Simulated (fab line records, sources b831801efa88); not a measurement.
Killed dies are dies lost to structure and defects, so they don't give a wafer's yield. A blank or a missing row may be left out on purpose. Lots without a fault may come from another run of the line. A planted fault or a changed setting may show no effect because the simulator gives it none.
Problem report in the 8D (eight disciplines) form, filled by code | flow gf180mcu | the parts of the form that need people (team, actions taken, sign-off) are left out

1. THE PROBLEM
cd_nm at GF_PSD_CD_MEAS_07 reads a mean of 423.4 nm on 5 wafers of 3 lots; wafers without a fault read 400.2 nm with a standard deviation of 2.3. That is +10 standard deviations from the usual mean.
The step: target cd 400 nm.
First seen on wafer L202.4, day 15 16:39, on cd_sem-02. The record holds 41 wafers of 14 lots with a number at this step. Rule for "out", or "out of limits": more than 4 standard deviations from the usual mean. The other wafers with a number count as sound.

2. WHAT IT IS AND WHAT IT IS NOT
question                    | is                                     | is not
which readings at this step | cd_nm                                  | -
which lots                  | L202, L203, L204                       | L199, L200, L213, L214, L215, L216, L217, L219, L220, L221, L222
which wafers of those lots  | L202.4, L203.2, L203.4, L204.2, L204.4 | L202.1, L202.6, L204.5
read on which gauges        | cd_sem-02                              | cd_sem-01
when                        | from day 15 16:39                      | up to then (8 sound wafers); but 28 sound wafers of L204, L213, L214, L215, L216, L217, L219, L220, L221, L222 came after

3. SUSPECTS, AND WHAT RULES EACH OUT
Counting: a tool at a process step up to the reading stays a suspect if it ran every lot that is out. Sound lots after the first of them don't rule it out here, since some wafers of a struck lot are sound.
- the gauge at GF_PSD_CD_MEAS_07: kept. All the wafers that are out were read on cd_sem-02, and no step on other tools shows them out.
- litho_track-04 at GF_PSD_DEVELOP_06 (develop time 60 s): kept. It ran every lot that is out, first L202 (day 15 16:30); its last sound lot up to then is L200 (day 14 12:21).
Left after counting: litho_track-04 at GF_PSD_DEVELOP_06, cd_sem-02 at GF_PSD_CD_MEAS_07.

4. THE CAUSE (what the simulator had put in)
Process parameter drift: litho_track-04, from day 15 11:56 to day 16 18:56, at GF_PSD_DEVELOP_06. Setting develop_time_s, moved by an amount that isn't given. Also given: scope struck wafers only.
Counting left 2 suspects, and this tool is among them.

5. THE CHAIN OF EFFECTS, in route order
Each row: a reading whose mean over the struck wafers that have a number lies more than 3 standard deviations from the usual. Only readings for which the record gives a usual standard deviation are gone through. hours: the time from each lot's start at the first step in this table that gives one to its start at this step, as a median over the lots. sigmas: the change in usual standard deviations.
hours | step              | reading | usual    | on struck wafers | change | sigmas
0     | GF_PSD_CD_MEAS_07 | cd_nm   | 400.2 nm | 423.4            | +23.2  | +10

6. WHAT WOULD HAVE CAUGHT IT SOONER
In this record the first reading out of limits at a measuring or inspecting step was taken at day 15 16:39, 5 hours after the fault began at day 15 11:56.
Of the lots that are out (3), L203, L204 began GF_PSD_DEVELOP_06 on litho_track-04 after day 15 16:39. A hold on the tool at that time would have spared those 2.
